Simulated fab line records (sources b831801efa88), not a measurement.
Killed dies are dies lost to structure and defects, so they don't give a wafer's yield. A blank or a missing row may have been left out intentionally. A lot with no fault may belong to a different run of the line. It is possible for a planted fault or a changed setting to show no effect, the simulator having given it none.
What tool caused it? + flow sky130 + 15 lots, 45 wafers sampled, at 4 steps of a route of 708

WHAT EACH GAUGE READ, for each wafer
SKY_LDD_HVN_OVL_MEAS_07. Usual: LDD_HVN_OVL 0.4 nm, standard deviation 1.4.
| lot  | measured     | on         | LDD_HVN_OVL (nm) | flag |
|------|--------------|------------|------------------|------|
| L508 | day 20 08:38 | overlay-01 | -0.4 0.6 1.1     |      |
| L509 | day 20 22:30 | overlay-01 | -0.4 -2.1 0.1    |      |
| L511 | day 21 08:09 | overlay-01 | 0.7 0.8 1.4      |      |
| L514 | day 23 23:13 | overlay-02 | -1.7 -2.4 -1.9   |      |
| L513 | day 24 00:15 | overlay-02 | -0.2 0.2 0.1     |      |
| L515 | day 24 01:35 | overlay-01 | -0.4 -0.7 0.0    |      |
| L516 | day 24 02:34 | overlay-02 | 1.6 0.8 2.3      |      |
| L518 | day 24 11:09 | overlay-02 | -0.4 -0.1 0.3    |      |
| L519 | day 24 15:32 | overlay-02 | 0.6 -1.4 0.0     |      |
| L523 | day 25 22:48 | overlay-02 | - - -            | OFF  |
| L525 | day 28 01:53 | overlay-02 | - - -            | OFF  |
| L524 | day 28 04:30 | overlay-02 | - - -            | OFF  |
| L529 | day 28 06:27 | overlay-01 | -0.2 -0.3 0.0    |      |
| L526 | day 28 07:03 | overlay-02 | 1.1 1.0 0.0      |      |
| L530 | day 28 09:02 | overlay-01 | 1.7 -0.6 1.5     |      |

SKY_LDD_HVP_TW_MEAS_10. Usual: LDD_HVP_TW 456, standard deviation 4.9.
| lot  | measured     | on            | LDD_HVP_TW     | flag |
|------|--------------|---------------|----------------|------|
| L508 | day 21 15:22 | film-metro-02 | 454 453 454    |      |
| L509 | day 22 04:43 | film-metro-02 | 449 452 449    |      |
| L511 | day 22 14:08 | film-metro-04 | 461 461 461    |      |
| L514 | day 25 05:07 | film-metro-01 | 453 451 448    |      |
| L513 | day 25 05:47 | film-metro-04 | 459 459 459    |      |
| L515 | day 25 06:40 | film-metro-04 | 460 459 460    |      |
| L516 | day 25 08:29 | film-metro-04 | 459 459 460    |      |
| L518 | day 25 17:25 | film-metro-04 | 462 460 461    |      |
| L519 | day 25 20:50 | film-metro-04 | 459 459 459    |      |
| L523 | day 27 03:15 | film-metro-02 | 1443 1443 1440 | OFF  |
| L525 | day 29 06:27 | film-metro-01 | 1428 1438 1433 | OFF  |
| L524 | day 29 09:05 | film-metro-04 | 1475 1474 1474 | OFF  |
| L529 | day 29 10:51 | film-metro-01 | 453 455 452    |      |
| L526 | day 29 11:19 | film-metro-01 | 451 452 452    |      |
| L530 | day 29 13:47 | film-metro-02 | 453 452 455    |      |

SKY_LDD_LDN_TW_MEAS_13. Usual: LDD_LDN_TW 1485, standard deviation 14.
| lot  | measured     | on            | LDD_LDN_TW     | flag |
|------|--------------|---------------|----------------|------|
| L508 | day 22 22:23 | film-metro-02 | 1466 1453 1463 |      |
| L509 | day 23 11:44 | film-metro-04 | 1507 1502 1505 |      |
| L511 | day 23 20:11 | film-metro-02 | 1466 1464 1468 |      |
| L514 | day 26 11:01 | film-metro-04 | 1501 1504 1499 |      |
| L513 | day 26 11:44 | film-metro-03 | 1473 1477 1477 |      |
| L515 | day 26 12:14 | film-metro-04 | 1497 1501 1502 |      |
| L516 | day 26 14:05 | film-metro-04 | 1508 1505 1499 |      |
| L518 | day 26 22:53 | film-metro-03 | 1479 1473 1479 |      |
| L519 | day 27 01:50 | film-metro-04 | 1492 1488 1492 |      |
| L523 | day 28 08:21 | film-metro-03 | 1832 1821 1834 | OFF  |
| L525 | day 30 11:24 | film-metro-02 | 1801 1800 1803 | OFF  |
| L524 | day 30 14:02 | film-metro-03 | 1822 1811 1832 | OFF  |
| L529 | day 30 16:27 | film-metro-04 | 1503 1491 1500 |      |
| L526 | day 30 16:53 | film-metro-03 | 1471 1475 1484 |      |
| L530 | day 30 19:17 | film-metro-04 | 1492 1486 1504 |      |

WHICH TOOL RAN EACH LOT (tool, then ch and the chambers of the sampled wafers, then the start)
| lot  | SKY_LDD_HVN_COAT_02               |
|------|-----------------------------------|
| L508 | litho-track-02 ch 0, day 19 17:18 |
| L509 | litho-track-01 ch 0, day 20 08:21 |
| L511 | litho-track-01 ch 0, day 20 15:48 |
| L514 | litho-track-01 ch 0, day 23 08:04 |
| L513 | litho-track-01 ch 0, day 23 08:36 |
| L515 | litho-track-02 ch 0, day 23 09:38 |
| L516 | litho-track-03 ch 0, day 23 10:33 |
| L518 | litho-track-02 ch 0, day 23 20:08 |
| L519 | litho-track-01 ch 0, day 24 00:54 |
| L523 | litho-track-01, day 25 08:22      |
| L525 | litho-track-02, day 27 12:03      |
| L524 | litho-track-01, day 27 14:51      |
| L529 | litho-track-03 ch 0, day 27 16:20 |
| L526 | litho-track-03 ch 0, day 27 17:15 |
| L530 | litho-track-01 ch 0, day 27 19:06 |
- SKY_LDD_HVN_COAT_02: resist thk 300 nm.

AS READ BY THE TOOLS THEMSELVES (means over the sampled wafers that have a number; for cases with no such wafer, the mark the record gives instead)
SKY_LDD_HVN_COAT_02. Usual: chill-plate-temp-C 23.00 C, standard deviation 0.11; dispense-pressure-kPa 46.4 kPa, standard deviation 2.7.
| lot  | tool           | chill-plate-temp-C (C) | dispense-pressure-kPa (kPa) | flag |
|------|----------------|------------------------|-----------------------------|------|
| L508 | litho-track-02 | 22.98                  | 44.5                        |      |
| L509 | litho-track-01 | 23.04                  | 49.1                        |      |
| L511 | litho-track-01 | 23.10                  | 49.1                        |      |
| L514 | litho-track-01 | 23.01                  | 49.1                        |      |
| L513 | litho-track-01 | 22.91                  | 49.1                        |      |
| L515 | litho-track-02 | 23.02                  | 44.4                        |      |
| L516 | litho-track-03 | 23.00                  | 42.9                        |      |
| L518 | litho-track-02 | 22.98                  | 44.4                        |      |
| L519 | litho-track-01 | 22.86                  | 49.1                        |      |
| L523 | litho-track-01 | -                      | -                           | OFF  |
| L525 | litho-track-02 | -                      | -                           | OFF  |
| L524 | litho-track-01 | -                      | -                           | OFF  |
| L529 | litho-track-03 | 23.03                  | 42.9                        |      |
| L526 | litho-track-03 | 22.92                  | 43.0                        |      |
| L530 | litho-track-01 | 23.00                  | 49.0                        |      |

THE ANSWER, worked out from the rows above alone
Rule: lot off if the mean of its wafers having a number is beyond 3 standard deviations from the usual mean. Also off: a lot with no number at a reading for which 4 or more lots have one. All remaining lots with rows at the step are treated as sound. First the gauges in route order, then the tools' own readings, where a lot's mean is used as printed above. At the first step where some lot is off, the reading lying furthest off is the one used; lots without a number count as furthest.
Off: L523, L525, L524, seen at SKY_LDD_HVN_OVL_MEAS_07 (LDD_HVN_OVL). Without a number there: L523, L525, L524.
If a tool, at a process step before that reading, ran all the lots that are off and no sound lot after the first of them, it fits. Not tried: the gauges at SKY_LDD_HVN_OVL_MEAS_07; whatever is off there is also off at SKY_LDD_HVP_TW_MEAS_10, on other tools, and gauge error can't account for it. No candidate that was tried fits.

WHAT THE SIMULATOR PUT IN
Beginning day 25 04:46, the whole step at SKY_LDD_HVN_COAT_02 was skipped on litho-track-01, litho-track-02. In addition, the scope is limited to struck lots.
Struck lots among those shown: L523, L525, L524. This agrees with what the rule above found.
